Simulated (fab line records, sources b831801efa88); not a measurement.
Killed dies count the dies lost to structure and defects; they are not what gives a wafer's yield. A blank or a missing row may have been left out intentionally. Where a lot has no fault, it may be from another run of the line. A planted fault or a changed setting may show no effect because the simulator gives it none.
fab line records | flow sky130
[record] lots = 7 | wafers = 21 | lastDay = 50
route steps=708 shown VT_ADJUST_HVTR@140 VT_ADJUST_PCH@143 SONOS_TUNNEL@154 PAD_OPEN@708
lots untouched by any fault: they come from a run of this same line in which no faults occurred
startH: hours from the record's opening day to when the first of the lot's shown wafers began | waitH: how many hours have passed since the lot's step before this one | " as in the row above | L1.1+2: a row that stands for several wafers | - no value, or no start was given | * or withheld: withheld | < > ~ a bound
route shown NAME@n: a module of which the file shows steps, and the number in the route of the first | usual: mean/standard deviation taken from wafers without a fault | same: alike in all rows | chamber/n: place in a boat | sites: the reading at each site | _std_site: the values' standard deviation | _edge_site: outer sites' mean less inner sites' | radiusMm: for every site, how far away it sits from the centre of the wafer | mask NAME#n: copy n | behind: the most recent tool/chamber to have shaped the wafer | hold: why the lot was held/for how many hours/how that ended | device: which transistor (n, p or np) failed to switch | end of line: the tests these same wafers got at the end of their route | a step given without rows: its recipe and nothing more | killed: at the first sort, the dies lost to defects and structure; wafer yield is something else | map: dies across one wafer; x = killed, . = not, _ = none there
set.NAME: the setting as run; set.NAME@STEP: as run at that earlier step | model.NAME: the simulator's own value behind a step, which no gauge read
certain route steps with their lots: each step a table, each wafer a row
services: from which hour (startH, from the record's first day; less than 0 if before it) a tool's chamber was out of use, for how many hours, and why
[[steps]]
[step SKY_VT_ADJUST_HVTR_IMPLANT_09]
[recipe] species = B | energyKev = 10 | doseCm2 = 2.1e+12 | tiltDeg = withheld
[step SKY_VT_ADJUST_HVTR_STRIP_10]
[recipe] chemistry = O2/N2 | powerW = 1400 | pressureMtorr = 1500 | platenTempC = withheld | o2FlowSccm = 3000 | n2FlowSccm = 300 | overashFraction = 0.5
[usual] chamberPressureMTorr = 1500.0/1.5 | drypumpMotorCurrentA = 6.0/0.35 | oesProductAu = 0.715/0.0048 | stripTimeToEndpointS = 14.19/0.04
lot.wafer | tool           | chamber | startH | waitH | chamberPressureMTorr | drypumpMotorCurrentA | oesProductAu | rfHoursCounterH | stripTimeToEndpointS
L525.1    | plasmaAsher-01 | 1       | 241.99 | 0.1   | 1499.7               | 5.6                  | 0.726        | 39              | 14.17
L525.3    | "              | 0       | "      | "     | 1497.6               | 6.0                  | 0.716        | -               | 14.11
L525.6    | "              | 0       | "      | "     | 1500.4               | 6.0                  | 0.714        | -               | 14.12
L527.1    | plasmaAsher-02 | 1       | 257.09 | 0.1   | 1500.2               | 6.0                  | 0.707        | 13              | 14.11
L527.2    | "              | 0       | "      | "     | 1499.5               | 5.5                  | 0.714        | 13              | 14.18
L527.6    | "              | 1       | "      | "     | 1501.1               | 5.9                  | 0.720        | -               | 14.20
L532.1    | plasmaAsher-03 | 0       | 289.34 | 0.1   | 1499.0               | 6.4                  | 0.719        | 62              | 14.25
L532.2    | "              | 1       | "      | "     | 1501.3               | 6.4                  | 0.710        | 62              | 14.27
L532.6    | "              | 1       | "      | "     | 1501.6               | 6.4                  | 0.715        | -               | 14.23
L538.2    | plasmaAsher-01 | 1       | 332.09 | 0.1   | 1502.9               | 5.6                  | 0.725        | 48              | 14.23
L538.4    | "              | 0       | "      | "     | 1503.1               | 6.0                  | 0.710        | -               | 14.26
L538.6    | "              | 0       | "      | "     | 1499.1               | 5.9                  | 0.710        | -               | 14.23
L539.1    | plasmaAsher-01 | 0       | 343.09 | 0.1   | 1499.0               | 6.0                  | 0.710        | 50              | 14.14
L539.2    | "              | 1       | "      | "     | 1498.0               | 5.6                  | 0.712        | 50              | 14.17
L539.4    | "              | 1       | "      | "     | 1499.3               | 5.6                  | 0.715        | -               | 14.18
L540.4    | plasmaAsher-02 | 0       | 349.68 | 0.1   | 1499.3               | 5.5                  | 0.723        | -               | 14.23
L540.5    | "              | 1       | "      | "     | 1501.3               | 6.0                  | 0.714        | -               | 14.19
L540.6    | "              | 0       | "      | "     | 1502.3               | 5.5                  | 0.725        | -               | 14.19
L543.3    | plasmaAsher-02 | 0       | 386.77 | 0.1   | 1501.1               | 5.5                  | 0.716        | -               | 14.16
L543.5    | "              | 1       | "      | "     | 1501.3               | 5.9                  | 0.709        | -               | 14.20
L543.6    | "              | 0       | "      | "     | 1500.1               | 5.5                  | 0.713        | -               | 14.09
[step SKY_VT_ADJUST_HVTR_TW_MEAS_11]
[usual] VT_ADJUST_HVTR_TW = 210.2/1.1
lot.wafer | tool         | chamber | startH | waitH | VT_ADJUST_HVTR_TW
L525.1    | filmMetro-02 | -       | 242.09 | 0.1   | 209.8
L525.3    | "            | -       | "      | "     | 209.2
L525.6    | "            | -       | "      | "     | 209.6
L527.1    | filmMetro-03 | -       | 257.19 | 0.1   | 209.2
L527.2    | "            | -       | "      | "     | 209.3
L527.6    | "            | -       | "      | "     | 209.1
L532.1    | filmMetro-03 | -       | 289.44 | 0.1   | 209.0
L532.2    | "            | -       | "      | "     | 209.4
L532.6    | "            | -       | "      | "     | 209.7
L538.2    | filmMetro-01 | -       | 332.20 | 0.1   | 210.3
L538.4    | "            | -       | "      | "     | 211.4
L538.6    | "            | -       | "      | "     | 211.3
L539.1    | filmMetro-02 | -       | 343.19 | 0.1   | 209.9
L539.2    | "            | -       | "      | "     | 210.3
L539.4    | "            | -       | "      | "     | 210.4
L540.4    | filmMetro-01 | -       | 349.78 | 0.1   | 211.5
L540.5    | "            | -       | "      | "     | 211.9
L540.6    | "            | -       | "      | "     | 210.5
L543.3    | filmMetro-01 | -       | 386.86 | 0.1   | 210.4
L543.5    | "            | -       | "      | "     | 210.1
L543.6    | "            | -       | "      | "     | 209.4
[step SKY_VT_ADJUST_PCH_DEHYDRATE_00]
[recipe] tempC = 200 | timeS = 60
[step SKY_VT_ADJUST_PCH_HMDS_01]
[recipe] primeTimeS = 60 | primeTempC = 120
[step SKY_VT_ADJUST_PCH_COAT_02]
[recipe] spinRpm = 2000 | resistThkNm = 3000
[step SKY_VT_ADJUST_PCH_SOFTBAKE_03]
[recipe] tempC = 110 | timeS = withheld
[step SKY_VT_ADJUST_PCH_EXPOSE_04]
[recipe] maskId = NWM | na = 0.6 | sourceShape = conventional | sigmaOuter = 0.6 | polarization = unpolarized | targetCdNm = 840 | doseMj = 255
[step SKY_VT_ADJUST_PCH_PEB_05]
[recipe] tempC = 115 | timeS = withheld
[step SKY_VT_ADJUST_PCH_DEVELOP_06]
[recipe] wallAngleDeg = 90 | developer = TMAH | developTimeS = 60 | devTempC = 23
[step SKY_VT_ADJUST_PCH_OVL_MEAS_07]
[usual] VT_ADJUST_PCH_OVL = 0.0/1.2
lot.wafer | tool       | chamber | startH | waitH | VT_ADJUST_PCH_OVL[nm]
L525.1    | overlay-01 | -       | 264.74 | -     | 1.0
L525.3    | "          | -       | "      | "     | -0.3
L525.6    | "          | -       | "      | "     | 0.3
L527.1    | overlay-01 | -       | 281.38 | -     | -1.5
L527.2    | "          | -       | "      | "     | 0.3
L527.6    | "          | -       | "      | "     | 1.8
L532.1    | overlay-02 | -       | 314.68 | -     | 0.1
L532.2    | "          | -       | "      | "     | 0.4
L532.6    | "          | -       | "      | "     | -1.9
L538.2    | overlay-01 | -       | 359.49 | -     | 0.8
L538.4    | "          | -       | "      | "     | 1.1
L538.6    | "          | -       | "      | "     | 1.6
L539.1    | overlay-01 | -       | 370.88 | -     | -1.9
L539.2    | "          | -       | "      | "     | -0.3
L539.4    | "          | -       | "      | "     | -1.3
L540.4    | overlay-02 | -       | 377.95 | -     | 0.5
L540.5    | "          | -       | "      | "     | -0.4
L540.6    | "          | -       | "      | "     | -0.5
L543.3    | overlay-02 | -       | 416.65 | -     | 0.1
L543.5    | "          | -       | "      | "     | 1.3
L543.6    | "          | -       | "      | "     | 0.6
[step SKY_VT_ADJUST_PCH_IMPLANT_08]
[recipe] species = B | energyKev = 10 | doseCm2 = 5e+11 | tiltDeg = withheld
[step SKY_VT_ADJUST_PCH_STRIP_09]
[recipe] chemistry = O2/N2 | powerW = 1400 | pressureMtorr = 1500 | platenTempC = withheld | o2FlowSccm = 3000 | n2FlowSccm = 300 | overashFraction = 0.5
[usual] chamberPressureMTorr = 1500.0/1.3 | drypumpMotorCurrentA = 6.2/0.47 | oesProductAu = 0.723/0.0049 | stripTimeToEndpointS = 36.94/0.12
lot.wafer | tool           | chamber | startH | waitH | chamberPressureMTorr | drypumpMotorCurrentA | oesProductAu | rfHoursCounterH | stripTimeToEndpointS | model.coat_of_VT_ADJUST_PCH_COAT_02.thkNm
L525.1    | plasmaAsher-03 | 1       | 264.92 | 0.1   | 1499.1               | 6.4                  | 0.721        | 60              | 37.04                | 0
L525.3    | "              | 1       | "      | "     | 1499.3               | 6.4                  | 0.730        | -               | 37.04                | 0
L525.6    | "              | 0       | "      | "     | 1501.8               | 6.4                  | 0.723        | -               | 36.96                | 0
L527.1    | plasmaAsher-02 | 1       | 281.57 | 0.1   | 1499.8               | 5.9                  | 0.728        | 17              | 36.73                | 0
L527.2    | "              | 0       | "      | "     | 1499.8               | 5.6                  | 0.719        | 17              | 36.82                | 0
L527.6    | "              | 1       | "      | "     | 1502.2               | 5.9                  | 0.721        | -               | 36.95                | 0
L532.1    | plasmaAsher-02 | 1       | 314.87 | 0.1   | 1501.5               | 6.0                  | 0.719        | 20              | 36.99                | 0
L532.2    | "              | 0       | "      | "     | 1499.3               | 5.5                  | 0.723        | 20              | 37.02                | 0
L532.6    | "              | 1       | "      | "     | 1501.7               | 5.9                  | 0.719        | -               | 37.00                | 0
L538.2    | plasmaAsher-03 | 0       | 359.67 | 0.1   | -                    | -                    | -            | -               | -                    | 3007
L538.4    | "              | 0       | "      | "     | -                    | -                    | -            | -               | -                    | 3004
L538.6    | "              | 1       | "      | "     | -                    | -                    | -            | -               | -                    | 3011
L539.1    | plasmaAsher-03 | 1       | 371.07 | 0.1   | -                    | -                    | -            | -               | -                    | 2994
L539.2    | "              | 0       | "      | "     | -                    | -                    | -            | -               | -                    | 2996
L539.4    | "              | 1       | "      | "     | -                    | -                    | -            | -               | -                    | 3000
L540.4    | plasmaAsher-03 | 1       | 378.15 | 0.1   | -                    | -                    | -            | -               | -                    | 2993
L540.5    | "              | 0       | "      | "     | -                    | -                    | -            | -               | -                    | 3000
L540.6    | "              | 1       | "      | "     | -                    | -                    | -            | -               | -                    | 2995
L543.3    | plasmaAsher-03 | 0       | 416.85 | 0.1   | 1501.0               | 6.4                  | 0.720        | -               | 36.84                | 0
L543.5    | "              | 1       | "      | "     | 1501.5               | 6.4                  | 0.726        | -               | 36.95                | 0
L543.6    | "              | 0       | "      | "     | 1502.2               | 6.4                  | 0.724        | -               | 36.88                | 0
[step SKY_VT_ADJUST_PCH_TW_MEAS_10]
[usual] VT_ADJUST_PCH_TW = 142.2/0.73
lot.wafer | tool         | chamber | startH | waitH | VT_ADJUST_PCH_TW
L525.1    | filmMetro-02 | -       | 265.02 | 0.1   | 141.7
L525.3    | "            | -       | "      | "     | 142.6
L525.6    | "            | -       | "      | "     | 141.8
L527.1    | filmMetro-02 | -       | 281.67 | 0.1   | 142.0
L527.2    | "            | -       | "      | "     | 142.3
L527.6    | "            | -       | "      | "     | 143.2
L532.1    | filmMetro-04 | -       | 314.97 | 0.1   | 141.9
L532.2    | "            | -       | "      | "     | 141.2
L532.6    | "            | -       | "      | "     | 141.5
L538.2    | filmMetro-02 | -       | 359.78 | 0.1   | 141.8
L538.4    | "            | -       | "      | "     | 142.5
L538.6    | "            | -       | "      | "     | 142.2
L539.1    | filmMetro-02 | -       | 371.17 | 0.1   | 141.5
L539.2    | "            | -       | "      | "     | 141.4
L539.4    | "            | -       | "      | "     | 141.7
L540.4    | filmMetro-01 | -       | 378.25 | 0.1   | 143.1
L540.5    | "            | -       | "      | "     | 144.0
L540.6    | "            | -       | "      | "     | 142.3
L543.3    | filmMetro-02 | -       | 416.94 | 0.1   | 142.4
L543.5    | "            | -       | "      | "     | 142.5
L543.6    | "            | -       | "      | "     | 142.7
[step SKY_SONOS_TUNNEL_DEHYDRATE_00]
[recipe] tempC = 200 | timeS = 60
[step SKY_SONOS_TUNNEL_HMDS_01]
[recipe] primeTimeS = 60 | primeTempC = 120
[step SKY_SONOS_TUNNEL_COAT_02]
[recipe] resist = NOVOLAK | spinRpm = 3000 | resistThkNm = 1140
[step SKY_SONOS_TUNNEL_SOFTBAKE_03]
[recipe] tempC = 90 | timeS = 60 | resist = NOVOLAK
[step SKY_SONOS_TUNNEL_EXPOSE_04]
[recipe] maskId = TUNM | na = 0.6 | sourceShape = conventional | sigmaOuter = 0.6 | polarization = unpolarized | targetCdNm = 410 | doseMj = 136
[step SKY_SONOS_TUNNEL_PEB_05]
[recipe] tempC = withheld | timeS = * | resist = NOVOLAK
[step SKY_SONOS_TUNNEL_DEVELOP_06]
[recipe] resist = NOVOLAK | developer = TMAH | developTimeS = 60 | devTempC = 22.39
[step SKY_SONOS_TUNNEL_CD_MEAS_07]
[recipe] targetCdNm = 410
[usual] cdNm = 410.2/2
lot.wafer | tool     | chamber | startH | waitH | cdNm
L525.1    | cdSem-02 | -       | 289.34 | 0.1   | 411.1
L525.3    | "        | -       | "      | "     | 409.8
L525.6    | "        | -       | "      | "     | 408.9
L527.1    | cdSem-01 | -       | 307.19 | 0.1   | 410.7
L527.2    | "        | -       | "      | "     | 411.6
L527.6    | "        | -       | "      | "     | 411.8
L532.1    | cdSem-02 | -       | 341.28 | 0.1   | 411.5
L532.2    | "        | -       | "      | "     | 411.9
L532.6    | "        | -       | "      | "     | 413.3
L538.2    | cdSem-01 | -       | 388.00 | 0.1   | 409.5
L538.4    | "        | -       | "      | "     | 410.8
L538.6    | "        | -       | "      | "     | 409.2
L539.1    | cdSem-02 | -       | 400.29 | 0.1   | 406.4
L539.2    | "        | -       | "      | "     | 409.4
L539.4    | "        | -       | "      | "     | 409.4
L540.4    | cdSem-01 | -       | 407.64 | 0.1   | 410.4
L540.5    | "        | -       | "      | "     | 409.6
L540.6    | "        | -       | "      | "     | 409.4
L543.3    | cdSem-02 | -       | 448.12 | 0.1   | 409.4
L543.5    | "        | -       | "      | "     | 406.9
L543.6    | "        | -       | "      | "     | 409.8
[step SKY_SONOS_TUNNEL_OVL_MEAS_08]
[usual] SONOS_TUNNEL_OVL = 0.1/1.3
lot.wafer | tool       | chamber | startH | waitH | SONOS_TUNNEL_OVL[nm]
L525.1    | overlay-02 | -       | 289.46 | 0.1   | 1.7
L525.3    | "          | -       | "      | "     | -0.5
L525.6    | "          | -       | "      | "     | 2.8
L527.1    | overlay-01 | -       | 307.31 | 0.1   | -1.7
L527.2    | "          | -       | "      | "     | -0.6
L527.6    | "          | -       | "      | "     | -0.7
L532.1    | overlay-01 | -       | 341.40 | 0.1   | -0.4
L532.2    | "          | -       | "      | "     | -0.8
L532.6    | "          | -       | "      | "     | 1.3
L538.2    | overlay-02 | -       | 388.11 | 0.1   | 2.0
L538.4    | "          | -       | "      | "     | 0.4
L538.6    | "          | -       | "      | "     | 0.7
L539.1    | overlay-01 | -       | 400.41 | 0.1   | -1.7
L539.2    | "          | -       | "      | "     | -1.7
L539.4    | "          | -       | "      | "     | -1.7
L540.4    | overlay-02 | -       | 407.72 | 0.1   | 2.5
L540.5    | "          | -       | "      | "     | 2.3
L540.6    | "          | -       | "      | "     | 1.6
L543.3    | overlay-01 | -       | 448.21 | 0.1   | 3.0
L543.5    | "          | -       | "      | "     | 0.9
L543.6    | "          | -       | "      | "     | 0.5
[step SKY_SONOS_TUNNEL_IMPLANT_09]
[recipe] species = B | energyKev = 20 | doseCm2 = 1e+12 | tiltDeg = withheld
[step SKY_SONOS_TUNNEL_WET_ETCH_10]
[recipe] chemistry = dHF | targetDepthNm = 14 | target = SiO2 | dilution = 100:1 | tempC = 25 | timeS = 280
[step SKY_SONOS_TUNNEL_STRIP_11]
[recipe] chemistry = SPM | timeS = 600 | tempC = 130
[usual] bathGuardTempC = 130.1/0.6 | bathHeatDutyPct = 14.9/1.2
[same] timeS = 600
lot.wafer | tool        | chamber | startH | waitH | bathGuardTempC | bathHeatDutyPct | model.NOVOLAK_of_SONOS_TUNNEL_COAT_02.thkNm
L525.1    | wetBench-01 | 2       | 289.74 | 0.0   | 129.1          | 16.4            | 0
L525.3    | "           | 2       | "      | "     | 129.1          | 16.4            | 0
L525.6    | "           | 2       | "      | "     | 129.4          | 15.1            | 0
L527.1    | wetBench-04 | 2       | 307.59 | 0.0   | 130.3          | 15.1            | 0
L527.2    | "           | 2       | "      | "     | 130.3          | 15.6            | 0
L527.6    | "           | 2       | "      | "     | 130.4          | 16.0            | 0
L532.1    | wetBench-04 | 0       | 341.78 | 0.0   | 129.2          | 14.1            | 0
L532.2    | "           | 0       | "      | "     | 129.0          | 13.3            | 0
L532.6    | "           | 0       | "      | "     | 129.6          | 12.5            | 0
L538.2    | wetBench-04 | 1       | 388.38 | 0.0   | 130.4          | 14.1            | 1141
L538.4    | "           | 1       | "      | "     | 131.1          | 15.6            | 1143
L538.6    | "           | 1       | "      | "     | 130.7          | 14.6            | 1143
L539.1    | wetBench-01 | 3       | 400.69 | 0.0   | 129.9          | 16.2            | 1147
L539.2    | "           | 3       | "      | "     | 130.0          | 15.7            | 1146
L539.4    | "           | 3       | "      | "     | 130.1          | 15.4            | 1143
L540.4    | wetBench-03 | 2       | 407.97 | 0.0   | 130.1          | 14.0            | 1138
L540.5    | "           | 2       | "      | "     | 130.1          | 14.6            | 1138
L540.6    | "           | 2       | "      | "     | 130.2          | 13.4            | 1141
L543.3    | wetBench-01 | 0       | 448.47 | 0.0   | 131.0          | 16.2            | 0
L543.5    | "           | 0       | "      | "     | 131.1          | 15.4            | 0
L543.6    | "           | 0       | "      | "     | 130.9          | 15.1            | 0
[step SKY_SONOS_TUNNEL_TW_MEAS_12]
[usual] SONOS_TUNNEL_TW = 196.1/0.9
lot.wafer | tool         | chamber | startH | waitH | hold                    | SONOS_TUNNEL_TW
L525.1    | filmMetro-03 | -       | 289.92 | 0.0   | -                       | 194.9
L525.3    | "            | -       | "      | "     | -                       | 196.0
L525.6    | "            | -       | "      | "     | -                       | 195.7
L527.1    | filmMetro-02 | -       | 307.76 | 0.0   | -                       | 197.2
L527.2    | "            | -       | "      | "     | -                       | 196.1
L527.6    | "            | -       | "      | "     | -                       | 196.8
L532.1    | filmMetro-02 | -       | 341.98 | 0.0   | -                       | 197.1
L532.2    | "            | -       | "      | "     | -                       | 196.5
L532.6    | "            | -       | "      | "     | -                       | 196.5
L538.2    | filmMetro-02 | -       | 388.56 | 0.0   | awaitDispo/0.2h/release | 30.0
L538.4    | "            | -       | "      | "     | awaitDispo/0.2h/release | 29.8
L538.6    | "            | -       | "      | "     | awaitDispo/0.2h/release | 30.1
L538.2    | filmMetro-02 | -       | 388.79 | 0.2   | -                       | 29.9
L538.4    | "            | -       | "      | "     | -                       | 29.9
L538.6    | "            | -       | "      | "     | -                       | 29.8
L539.1    | filmMetro-04 | -       | 400.87 | 0.0   | awaitDispo/0.2h/release | 29.8
L539.2    | "            | -       | "      | "     | awaitDispo/0.2h/release | 29.9
L539.4    | "            | -       | "      | "     | awaitDispo/0.2h/release | 29.7
L539.1    | filmMetro-04 | -       | 401.10 | 0.2   | -                       | 29.9
L539.2    | "            | -       | "      | "     | -                       | 29.9
L539.4    | "            | -       | "      | "     | -                       | 29.8
L540.4    | filmMetro-02 | -       | 408.19 | 0.0   | awaitDispo/0.2h/release | 30.0
L540.5    | "            | -       | "      | "     | awaitDispo/0.2h/release | 29.9
L540.6    | "            | -       | "      | "     | awaitDispo/0.2h/release | 30.0
L540.4    | filmMetro-02 | -       | 408.42 | 0.2   | -                       | 30.0
L540.5    | "            | -       | "      | "     | -                       | 29.9
L540.6    | "            | -       | "      | "     | -                       | 29.9
L543.3    | filmMetro-04 | -       | 448.67 | 0.0   | -                       | 196.0
L543.5    | "            | -       | "      | "     | -                       | 194.3
L543.6    | "            | -       | "      | "     | -                       | 195.7
[step SKY_PAD_OPEN_PROBE_99]
[usual] defectLimitedYield = 82.1/1.9 | killed_at_M0_to_M3 = 45/6.8 | killed_at_M4_up = 3.0/1.7 | killedAtContacts = 25/5.7 | killedAtFrontEnd = 15/4.6 | killedAtOther = 0.3/0.66 | killedDies = 88/9.5 | killedOpen = 48/7.3 | killedShort = 39/6.5 | sort_bin_3_pad_short = 0.9/0.47 | sort_bin_5_function = 10.6/1.5 | sort_bin_6_memory = 6.4/1.2 | sortNPass = 404/9.5 | sortYieldPct = 82.1/1.9
[same] grossDies = 492 | killedAtBackSide = 0 | sort_bin_4_leakage[%] = 0 | sort_bin_8_speed[%] = 0
lot.wafer | tool      | chamber | startH  | waitH | defectLimitedYield[%] | killed_at_M0_to_M3 | killed_at_M4_up | killedAtContacts | killedAtFrontEnd | killedAtOther | killedDies | killedOpen | killedShort | sort_bin_3_pad_short[%] | sort_bin_5_function[%] | sort_bin_6_memory[%] | sortNPass | sortYieldPct[%]
L525.1    | prober-01 | -       | 1108.15 | 0.1   | 79.9                  | 52                 | 0               | 30               | 17               | 0             | 99         | 51         | 48          | 0.8                     | 12.2                   | 7.1                  | 393       | 79.9
L525.3    | prober-01 | -       | 1108.25 | 0.2   | 80.3                  | 46                 | 3               | 27               | 21               | 0             | 97         | 52         | 45          | 1.2                     | 10.6                   | 7.9                  | 395       | 80.3
L525.6    | prober-01 | -       | 1108.40 | 0.2   | 82.3                  | 46                 | 4               | 19               | 17               | 1             | 87         | 50         | 37          | 0.4                     | 12.4                   | 4.9                  | 405       | 82.3
L527.1    | prober-01 | -       | 1119.95 | 0.1   | 79.5                  | 43                 | 3               | 29               | 25               | 1             | 101        | 48         | 50          | 0.8                     | 12.0                   | 7.7                  | 391       | 79.5
L527.2    | prober-01 | -       | 1120.00 | 0.1   | 83.5                  | 42                 | 5               | 19               | 15               | 0             | 81         | 46         | 35          | 1.4                     | 9.3                    | 5.7                  | 411       | 83.5
L527.6    | prober-01 | -       | 1120.20 | 0.2   | 84.8                  | 37                 | 2               | 28               | 6                | 2             | 75         | 42         | 31          | 0.2                     | 7.9                    | 7.1                  | 417       | 84.8
// killed by level:class
L525.1 VIA1:geometricParticle:open=10 VIA2:geometricParticle:open=8 CONTACT:geometricParticle:open=8 METAL2:geometricParticle:short=7 LI_CONTACT:geometricParticle:open=7 CONTACT:geometricParticle:short=7 VIA3:geometricParticle:short=6 VIA3:geometricParticle:open=6
L525.3 LI_CONTACT:geometricParticle:open=9 CONTACT:geometricParticle:open=8 VIA1:geometricParticle:open=8 VIA1:geometricParticle:short=7 VIA2:geometricParticle:open=7 POLY_GATE:geometricParticle:open=5 CONTACT:geometricParticle:short=5 VIA2:geometricParticle:short=5
L525.6 VIA1:geometricParticle:open=9 VIA1:geometricParticle:short=8 VIA2:geometricParticle:open=8 FIELD_ISO:geometricParticle:open=5 POLY_GATE:geometricParticle:open=5 CONTACT:geometricParticle:short=5 LI_CONTACT:geometricParticle:open=5 CONTACT:geometricParticle:open=5
L527.1 CONTACT:geometricParticle:open=13 METAL2:geometricParticle:short=9 VIA1:geometricParticle:open=7 FIELD_ISO:geometricParticle:open=6 VIA3:geometricParticle:open=6 POLY_GATE:geometricParticle:short=5 LI_CONTACT:geometricParticle:short=5 LI_CONTACT:geometricParticle:open=5
L527.2 VIA1:geometricParticle:open=9 LI_CONTACT:geometricParticle:open=7 CONTACT:geometricParticle:open=6 VIA3:geometricParticle:short=6 FIELD_ISO:geometricParticle:open=5 VIA3:geometricParticle:open=5 METAL4:geometricParticle:short=5 FIELD_ISO:geometricParticle:short=4
L527.6 LI_CONTACT:geometricParticle:open=12 VIA1:geometricParticle:open=8 VIA2:geometricParticle:open=7 CONTACT:geometricParticle:open=6 LI_CONTACT:geometricParticle:short=5 METAL2:geometricParticle:short=5 METAL1:geometricParticle:short=4 VIA1:geometricParticle:short=4
[[services]]
tool           | chamber | startH | hours | kind
plasmaAsher-03 | -       | 242.68 | 5.4   | repair
wetBench-04    | -       | 325.16 | 1.4   | repair
plasmaAsher-01 | -       | 344.45 | 15.6  | pm
wetBench-04    | -       | 401.28 | 2.6   | repair
plasmaAsher-01 | -       | 415.47 | 2.5   | repair
plasmaAsher-03 | -       | 421.25 | 9.0   | pm
plasmaAsher-03 | 0       | 421.25 | 9.0   | ventCycle
plasmaAsher-03 | 1       | 421.25 | 9.0   | ventCycle
plasmaAsher-03 | 0       | 430.25 | -     | clean
plasmaAsher-03 | 1       | 430.25 | -     | clean
plasmaAsher-02 | -       | 437.56 | 1.0   | repair
plasmaAsher-01 | -       | 440.53 | 14.6  | pm
plasmaAsher-03 | -       | 443.76 | 2.1   | repair
[[key]]
[firstSign] step = SKY_VT_ADJUST_PCH_STRIP_09 | reading = toolRecord | direction = missing
[effect] step = SKY_SONOS_TUNNEL_TW_MEAS_12 | reading = visit | direction = added
[effect] step = SKY_SONOS_TUNNEL_TW_MEAS_12 | reading = SONOS_TUNNEL_TW | direction = down | sigmas = 99+ | usual = 196.1 | struck = 29.9
[modelEffect] step = SKY_VT_ADJUST_PCH_STRIP_09 | value = coat_of_VT_ADJUST_PCH_COAT_02.thkNm | without = 0 | struck = 3000
[modelEffect] step = SKY_SONOS_TUNNEL_STRIP_11 | value = NOVOLAK_of_SONOS_TUNNEL_COAT_02.thkNm | without = 0 | struck = 1142
metAt SKY_VT_ADJUST_PCH_STRIP_09
struckWafers L538.2,L538.4,L538.6,L539.1,L539.2,L539.4,L540.4,L540.5,L540.6
scrappedBehind SKY_SONOS_TUNNEL_TW_MEAS_12 L538.2,L538.4,L538.6,L539.1,L539.2,L539.4,L540.4,L540.5,L540.6
onsetBetween 264.92 359.67
[fault] kind = skippedStepWhole | tool = plasmaAsher-03 | chamber = - | onsetH = 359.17 | steps = SKY_VT_ADJUST_PCH_STRIP_09 | scope = struckLotsOnly
